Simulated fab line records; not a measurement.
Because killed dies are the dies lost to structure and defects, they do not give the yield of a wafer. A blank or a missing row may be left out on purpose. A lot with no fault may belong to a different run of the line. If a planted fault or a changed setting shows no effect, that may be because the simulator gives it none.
fab line records	flow sky130
record lots=6	wafers=18	lastDay=50
route steps=708 shown FIELD_ISO@3 PAD_OPEN@708
lots with no fault: from the same line, run without faults
startH: hours from the record's first day to the start of the lot's first wafer shown	waitH: hours since the lot's step before	" identical to the entry in the row above	L1.1+2: several wafers, shown together as one row	- no value, or no start was given	* or withheld: withheld	< > ~ a bound
route shown NAME@n: a module of which the file shows steps, and the number in the route of the first	usual: mean/standard deviation of fault-free wafers	same: alike in all rows	chamber/n: place in a boat	sites: per-site readings	_std_site: their standard deviation	_edge_site: inner sites' mean taken away from outer sites' mean	radiusMm: how far each site lies from the wafer's centre	mask NAME#n: copy n	behind: tool/chamber where the wafer was last shaped	hold: why the lot went on hold/how many hours it stayed there/how the hold came to an end	device: transistor that didn't switch, given as n, p or np	end of line: the tests these same wafers got at the end of their route	a step without rows: its recipe alone	killed: dies that structure and defects cost at the first sort, which is not the same as the wafer's yield	map: shows each die of a wafer: x if killed, . if not, _ if none is there
set.NAME: the setting the step ran with; set.NAME@STEP: the setting that earlier step ran with	model.NAME: the simulator's own value behind a step, which no gauge read
lots at selected steps of the route; one table per step, one row per wafer
services: the hour from which a tool's chamber was out of use, counted from the record's first day as startH (under 0 if before that day), plus the number of hours and why
## steps
# step SKY_FIELD_ISO_THK_MEAS_02
# recipe reads=SiO2_of_FIELD_ISO_OXIDATION_01
# usual FIELD_ISO_OXIDATION_00_THK=12.00/0.22
lot.wafer	tool	chamber	startH	waitH	FIELD_ISO_OXIDATION_00_THK[nm]
L459.1	filmMetro-01	-	33.67	0.0	11.99
L459.3	"	-	"	"	11.90
L459.4	"	-	"	"	12.00
L460.1	filmMetro-01	-	37.54	0.0	11.65
L460.2	"	-	"	"	11.57
L460.3	"	-	"	"	11.58
L462.3	filmMetro-03	-	47.05	0.0	11.89
L462.4	"	-	"	"	11.75
L462.5	"	-	"	"	11.82
L474.2	filmMetro-03	-	107.53	0.0	11.80
L474.3	"	-	"	"	11.84
L474.6	"	-	"	"	11.81
L475.2	filmMetro-03	-	111.93	0.0	12.11
L475.3	"	-	"	"	12.19
L475.6	"	-	"	"	12.15
L476.3	filmMetro-03	-	116.65	0.0	12.24
L476.5	"	-	"	"	12.15
L476.6	"	-	"	"	12.11
# step SKY_FIELD_ISO_CVD_03
# recipe material=Si3N4	precursor=DCS/NH3	targetThkNm=165	tempC=770	timeS=2830	pressureMtorr=250
# step SKY_FIELD_ISO_THK_MEAS_04
# recipe reads=Si3N4_of_FIELD_ISO_CVD_03
# usual FIELD_ISO_CVD_03_THK=165.5/1.3
lot.wafer	tool	chamber	startH	waitH	FIELD_ISO_CVD_03_THK[nm]
L459.1	filmMetro-01	-	37.90	0.0	165.3
L459.3	"	-	"	"	166.0
L459.4	"	-	"	"	166.4
L460.1	filmMetro-03	-	39.69	0.0	164.3
L460.2	"	-	"	"	163.7
L460.3	"	-	"	"	164.1
L462.3	filmMetro-01	-	48.89	0.0	163.7
L462.4	"	-	"	"	165.3
L462.5	"	-	"	"	164.1
L474.2	filmMetro-04	-	110.09	0.0	161.4
L474.3	"	-	"	"	162.1
L474.6	"	-	"	"	163.3
L475.2	filmMetro-03	-	113.77	0.0	166.9
L475.3	"	-	"	"	166.1
L475.6	"	-	"	"	165.5
L476.3	filmMetro-03	-	119.39	0.0	165.0
L476.5	"	-	"	"	165.1
L476.6	"	-	"	"	164.8
# step SKY_FIELD_ISO_DEHYDRATE_05
# recipe tempC=200	timeS=60
# step SKY_FIELD_ISO_HMDS_06
# recipe primeTimeS=60	primeTempC=120
# step SKY_FIELD_ISO_COAT_07
# recipe resist=BARC	tempC=withheld	timeS=withheld	spinRpm=3000	resistThkNm=60
# step SKY_FIELD_ISO_COAT_08
# recipe resist=KrF-thick	spinRpm=3000	resistThkNm=450
# step SKY_FIELD_ISO_SOFTBAKE_09
# recipe tempC=100	timeS=94.25	resist=KrF-thick
# usual plateSensorTCentreC=100.88/0.01	plateSensorTEdgeC=100.95/0.011
lot.wafer	tool	chamber	startH	waitH	plateSensorTCentreC	plateSensorTEdgeC
L459.1	lithoTrack-04	0	-	-	100.88	100.95
L459.3	"	0	"	"	100.87	100.93
L459.4	"	0	"	"	100.88	100.96
L460.1	lithoTrack-04	0	-	-	100.88	100.95
L460.2	"	0	"	"	100.89	100.95
L460.3	"	0	"	"	100.88	100.96
L462.3	lithoTrack-01	0	-	-	100.88	100.97
L462.4	"	0	"	"	100.89	100.95
L462.5	"	0	"	"	100.90	100.96
L474.2	lithoTrack-02	0	-	-	100.89	100.95
L474.3	"	0	"	"	100.87	100.95
L474.6	"	0	"	"	100.90	100.96
L475.2	lithoTrack-01	0	-	-	100.88	100.97
L475.3	"	0	"	"	100.88	100.96
L475.6	"	0	"	"	100.88	100.97
L476.3	lithoTrack-02	0	-	-	100.88	100.97
L476.5	"	0	"	"	100.88	100.94
L476.6	"	0	"	"	100.90	100.96
# step SKY_FIELD_ISO_EXPOSE_10
# recipe maskId=FOM	na=0.68	sourceShape=annular	sigmaInner=0.4	sigmaOuter=0.8	targetCdNm=150	doseMj=28
# step SKY_FIELD_ISO_PEB_11
# recipe pebTempC=withheld	pebTimeS=withheld	resist=KrF-thick
# step SKY_FIELD_ISO_DEVELOP_12
# recipe developTimeS=60	resist=KrF-thick	devTempC=21
# step SKY_FIELD_ISO_CD_MEAS_13
# recipe targetCdNm=150
# usual cdNm=149.8/1.8
lot.wafer	tool	chamber	startH	waitH	cdNm
L459.1	cdSem-02	-	53.62	-	150.6
L459.3	"	-	"	"	149.6
L459.4	"	-	"	"	148.8
L460.1	cdSem-02	-	55.95	-	151.0
L460.2	"	-	"	"	152.5
L460.3	"	-	"	"	152.5
L462.3	cdSem-02	-	64.97	-	148.9
L462.4	"	-	"	"	148.0
L462.5	"	-	"	"	149.0
L474.2	cdSem-01	-	129.14	-	154.7
L474.3	"	-	"	"	155.0
L474.6	"	-	"	"	153.7
L475.2	cdSem-01	-	132.62	-	146.8
L475.3	"	-	"	"	148.3
L475.6	"	-	"	"	149.2
L476.3	cdSem-02	-	139.04	-	150.9
L476.5	"	-	"	"	150.9
L476.6	"	-	"	"	151.0
# step SKY_FIELD_ISO_ETCH_14
# recipe chemistry=N2/H2	target=BARC	ionEnergyEv=200	sourceW=500	biasW=100	pressureMtorr=30	n2FlowSccm=100	h2FlowSccm=200	stopOn=SiO2	timeS=44.48	targetDepthA=600
# usual biasW=99.98/0.29	drypumpMotorCurrentA=5.5/0.36	oesProductAu=0.869/0.0042	throttleValvePct=13.224/0.0082
lot.wafer	tool	chamber	startH	waitH	biasW	drypumpMotorCurrentA	oesProductAu	rfHoursCounterH	throttleValvePct
L459.1	rieDiel-04	0	53.74	0.1	99.89	4.9	0.870	53	13.227
L459.3	"	3	"	"	99.95	5.4	0.875	113	13.226
L459.4	"	1	"	"	100.33	6.2	0.869	44	13.239
L460.1	rieDiel-03	0	56.07	0.1	99.61	5.6	0.863	72	13.228
L460.2	"	2	"	"	100.20	5.8	0.867	75	13.223
L460.3	"	3	"	"	99.82	5.6	0.873	5	13.217
L462.3	rieDiel-03	3	65.05	0.1	99.83	5.6	0.865	5	13.222
L462.4	"	2	"	"	100.15	5.8	0.877	-	13.232
L462.5	"	3	"	"	100.08	5.6	0.866	-	13.233
L474.2	rieDiel-03	2	129.24	0.1	100.20	5.8	0.874	76	13.217
L474.3	"	0	"	"	99.96	5.6	0.862	73	13.206
L474.6	"	1	"	"	99.73	5.2	0.867	-	13.226
L475.2	rieDiel-04	3	132.72	0.1	108.64	5.4	0.868	114	13.220
L475.3	"	2	"	"	108.82	5.5	0.864	0	13.215
L475.6	"	3	"	"	108.69	5.4	0.870	-	13.216
L476.3	rieDiel-04	2	139.12	0.1	108.64	5.5	0.867	1	13.228
L476.5	"	2	"	"	108.34	5.5	0.877	-	13.227
L476.6	"	1	"	"	108.48	6.2	0.875	-	13.232
# step SKY_FIELD_ISO_ETCH_15
# recipe chemistry=CHF3/O2	targetDepthNm=180	stopOn=Si	sourceW=600	biasW=200	pressureMtorr=40	chf3FlowSccm=50	O2_flow_sccm=5	timeS=72
# usual biasW=200.0/0.57	drypumpMotorCurrentA=5.5/0.36	oesProductAu=0.948/0.0065	throttleValvePct=8.846/0.0093
lot.wafer	tool	chamber	startH	waitH	biasW	drypumpMotorCurrentA	oesProductAu	rfHoursCounterH	throttleValvePct
L459.1	rieDiel-04	0	53.78	0.0	200.3	4.9	0.947	53	8.840
L459.3	"	3	"	"	199.9	5.4	0.948	113	8.837
L459.4	"	1	"	"	199.6	6.2	0.952	44	8.849
L460.1	rieDiel-03	0	56.11	0.0	200.2	5.7	0.944	72	8.843
L460.2	"	2	"	"	200.1	5.8	0.941	75	8.834
L460.3	"	3	"	"	200.7	5.5	0.951	5	8.846
L462.3	rieDiel-03	3	65.09	0.0	198.9	5.5	0.936	5	8.858
L462.4	"	2	"	"	200.7	5.8	0.942	-	8.852
L462.5	"	3	"	"	199.4	5.6	0.942	-	8.835
L474.2	rieDiel-03	2	129.28	0.0	200.2	5.8	0.930	76	8.840
L474.3	"	0	"	"	199.3	5.6	0.932	73	8.847
L474.6	"	1	"	"	199.3	5.2	0.937	-	8.835
L475.2	rieDiel-04	3	132.76	0.0	200.0	5.4	0.950	114	8.844
L475.3	"	2	"	"	199.8	5.5	0.953	0	8.850
L475.6	"	3	"	"	199.9	5.4	0.949	-	8.837
L476.3	rieDiel-04	2	139.16	0.0	200.2	5.5	0.950	1	8.854
L476.5	"	2	"	"	200.3	5.5	0.949	-	8.845
L476.6	"	1	"	"	199.6	6.2	0.950	-	8.836
# step SKY_PAD_OPEN_PROBE_99
# usual killed_at_M0_to_M3=42/6.3	killed_at_M4_up=2.8/1.9	killedAtContacts=23/5.3	killedAtFrontEnd=16/4.3	killedAtOther=0.2/0.51	killedDies=84/9.3	killedOpen=46/7.6	killedShort=38/6.3
# same grossDies=492	killedAtBackSide=0
lot.wafer	tool	chamber	startH	waitH	killed_at_M0_to_M3	killed_at_M4_up	killedAtContacts	killedAtFrontEnd	killedAtOther	killedDies	killedOpen	killedShort
L460.1	prober-02	-	1117.23	0.1	48	5	17	17	0	87	45	42
L460.2	prober-02	-	1117.28	0.1	43	2	21	14	0	80	47	33
L460.3	prober-02	-	1117.33	0.2	42	0	16	15	0	73	36	37
L459.1	prober-02	-	1118.73	0.1	34	6	27	14	1	82	46	36
L459.3	prober-02	-	1118.83	0.2	39	4	33	14	0	90	56	34
L459.4	prober-02	-	1118.88	0.2	51	0	14	20	0	85	45	40
L462.3	prober-01	-	1135.46	0.2	34	0	31	17	0	82	49	33
L462.4	prober-01	-	1135.51	0.2	35	4	16	12	0	67	36	31
L462.5	prober-01	-	1135.56	0.2	49	5	24	13	0	91	44	47
L474.2	prober-01	-	1188.16	0.1	47	0	20	5	0	72	38	34
L474.3	prober-01	-	1188.21	0.2	46	2	19	14	0	81	46	35
L474.6	prober-01	-	1188.36	0.2	39	2	22	15	0	78	39	38
L475.2	prober-02	-	1192.72	0.1	39	6	20	21	0	86	47	39
L475.3	prober-02	-	1192.77	0.2	40	1	15	18	1	75	42	33
L475.6	prober-02	-	1192.92	0.2	41	2	14	18	0	75	29	46
L476.3	prober-01	-	1196.59	0.2	51	2	17	23	0	93	52	41
L476.5	prober-01	-	1196.69	0.2	36	0	35	28	0	99	55	44
L476.6	prober-01	-	1196.74	0.2	55	2	25	22	0	104	58	46
# killed by level:class
L460.1 VIA3:geometricParticle:open=10 CONTACT:geometricParticle:open=8 VIA1:geometricParticle:open=8 METAL1:geometricParticle:short=8 VIA2:geometricParticle:open=6 METAL2:geometricParticle:short=5 METAL4:geometricParticle:short=5 FIELD_ISO:geometricParticle:short=4
L460.2 VIA1:geometricParticle:open=11 LI_CONTACT:geometricParticle:open=8 CONTACT:geometricParticle:open=7 METAL1:geometricParticle:short=5 FIELD_ISO:geometricParticle:open=4 VIA1:geometricParticle:short=4 METAL2:geometricParticle:short=4 VIA2:geometricParticle:short=4
L460.3 VIA1:geometricParticle:open=11 METAL1:geometricParticle:short=7 METAL2:geometricParticle:short=5 VIA2:geometricParticle:open=5 POLY_GATE:geometricParticle:open=4 LI_CONTACT:geometricParticle:short=4 LI_CONTACT:geometricParticle:open=4 LOCAL_INTERCONNECT:geometricParticle:short=4
L459.1 CONTACT:geometricParticle:open=14 VIA1:geometricParticle:open=9 VIA1:geometricParticle:short=7 METAL1:geometricParticle:short=5 FIELD_ISO:geometricParticle:open=4 LI_CONTACT:geometricParticle:open=4 VIA3:geometricParticle:open=4 POLY_GATE:geometricParticle:open=3
L459.3 CONTACT:geometricParticle:open=19 VIA1:geometricParticle:open=10 VIA2:geometricParticle:open=6 METAL1:geometricParticle:open=4 VIA3:geometricParticle:open=4 CONTACT:geometricParticle:short=4 LOCAL_INTERCONNECT:geometricParticle:short=4 VIA1:geometricParticle:short=4
L459.4 VIA1:geometricParticle:open=11 VIA1:geometricParticle:short=9 FIELD_ISO:geometricParticle:short=6 VIA2:geometricParticle:open=6 VIA3:geometricParticle:open=5 POLY_GATE:geometricParticle:short=4 LI_CONTACT:geometricParticle:open=4 METAL1:geometricParticle:short=4
L462.3 CONTACT:geometricParticle:open=13 LI_CONTACT:geometricParticle:open=11 CONTACT:geometricParticle:short=6 VIA3:geometricParticle:open=6 METAL2:geometricParticle:short=6 FIELD_ISO:geometricParticle:short=5 POLY_GATE:geometricParticle:open=5 VIA1:geometricParticle:open=5
L462.4 LI_CONTACT:geometricParticle:open=8 FIELD_ISO:geometricParticle:short=6 VIA3:geometricParticle:open=6 VIA1:geometricParticle:open=6 METAL2:geometricParticle:short=5 METAL1:geometricParticle:short=4 CONTACT:geometricParticle:open=3 LI_CONTACT:geometricParticle:short=3
L462.5 VIA1:geometricParticle:open=12 CONTACT:geometricParticle:open=8 METAL1:geometricParticle:short=7 METAL2:geometricParticle:short=6 VIA2:geometricParticle:open=6 LI_CONTACT:geometricParticle:open=5 CONTACT:geometricParticle:short=5 VIA1:geometricParticle:short=5
L474.2 VIA1:geometricParticle:open=16 METAL2:geometricParticle:short=7 CONTACT:geometricParticle:open=7 VIA1:geometricParticle:short=7 LI_CONTACT:geometricParticle:open=4 METAL3:geometricParticle:short=4 VIA3:geometricParticle:short=3 CONTACT:geometricParticle:short=3
L474.3 LI_CONTACT:geometricParticle:open=10 VIA3:geometricParticle:open=8 METAL2:geometricParticle:short=8 VIA1:geometricParticle:open=7 VIA2:geometricParticle:open=7 METAL1:geometricParticle:short=6 FIELD_ISO:geometricParticle:short=5 POLY_GATE:geometricParticle:open=5
L474.6 VIA1:geometricParticle:open=12 LI_CONTACT:geometricParticle:open=6 VIA3:geometricParticle:short=6 FIELD_ISO:geometricParticle:open=5 CONTACT:geometricParticle:open=5 POLY_GATE:geometricParticle:short=5 CONTACT:geometricParticle:short=5 VIA2:geometricParticle:open=5
L475.2 VIA1:geometricParticle:open=10 METAL1:geometricParticle:short=7 LI_CONTACT:geometricParticle:open=6 CONTACT:geometricParticle:open=6 VIA2:geometricParticle:open=6 FIELD_ISO:geometricParticle:short=5 POLY_GATE:geometricParticle:open=5 VIA3:geometricParticle:open=5
L475.3 VIA1:geometricParticle:open=9 VIA3:geometricParticle:open=8 FIELD_ISO:geometricParticle:short=6 VIA1:geometricParticle:short=6 FIELD_ISO:geometricParticle:open=5 CONTACT:geometricParticle:open=4 CONTACT:geometricParticle:short=3 POLY_GATE:geometricParticle:open=3
L475.6 METAL2:geometricParticle:short=9 VIA1:geometricParticle:open=8 FIELD_ISO:geometricParticle:short=6 POLY_GATE:geometricParticle:short=6 CONTACT:geometricParticle:open=6 LI_CONTACT:geometricParticle:short=4 VIA1:geometricParticle:short=4 METAL1:geometricParticle:short=4
L476.3 VIA1:geometricParticle:open=15 CONTACT:geometricParticle:open=9 VIA2:geometricParticle:open=8 FIELD_ISO:geometricParticle:short=6 FIELD_ISO:geometricParticle:open=6 METAL1:geometricParticle:short=6 VIA1:geometricParticle:short=6 VIA3:geometricParticle:open=6
L476.5 CONTACT:geometricParticle:open=23 FIELD_ISO:geometricParticle:short=12 VIA1:geometricParticle:open=7 METAL1:geometricParticle:short=6 VIA1:geometricParticle:short=6 POLY_GATE:geometricParticle:open=5 LI_CONTACT:geometricParticle:open=5 POLY_GATE:geometricParticle:short=4
L476.6 VIA1:geometricParticle:open=14 POLY_GATE:geometricParticle:open=8 CONTACT:geometricParticle:open=8 VIA1:geometricParticle:short=8 LI_CONTACT:geometricParticle:open=7 CONTACT:geometricParticle:short=7 VIA2:geometricParticle:open=7 METAL1:geometricParticle:short=5
## services
tool	chamber	startH	hours	kind
rieDiel-04	-	58.11	0.6	repair
rieDiel-03	1	64.11	7.7	repair
rieDiel-04	1	78.34	6.6	repair
rieDiel-04	2	88.22	-	clean
rieDiel-04	2	88.22	22.0	scheduledDown
rieDiel-04	2	88.22	22.0	ventCycle
rieDiel-04	-	91.41	0.3	repair
rieDiel-03	-	108.86	2.8	pm
## key
firstSign step=SKY_FIELD_ISO_ETCH_14	reading=biasW	direction=up	sigmas=29	usual=99.98	struck=108.60
effect none on later readings
metAt SKY_FIELD_ISO_ETCH_14
struckWafers L475.2,L475.3,L475.6,L476.3,L476.5,L476.6
testerLeftOut L475,L476
onsetBetween 53.74 132.72
fault kind=processParameterDrift	tool=rieDiel-04	chamber=-	onsetH=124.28	steps=SKY_FIELD_ISO_ETCH_14	channel=biasW	offset=8.5846	shape=step	endH=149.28	actsIn=theseRecipesOnly	stated=100
# testerLeftOut: of these lots the tester's yield and bins aren't shown, on N5 and GAA mostly nor the transistor test; their killed dies are dies lost to structure and defects alone, not to doping, threshold or leakage, so they don't give the yield
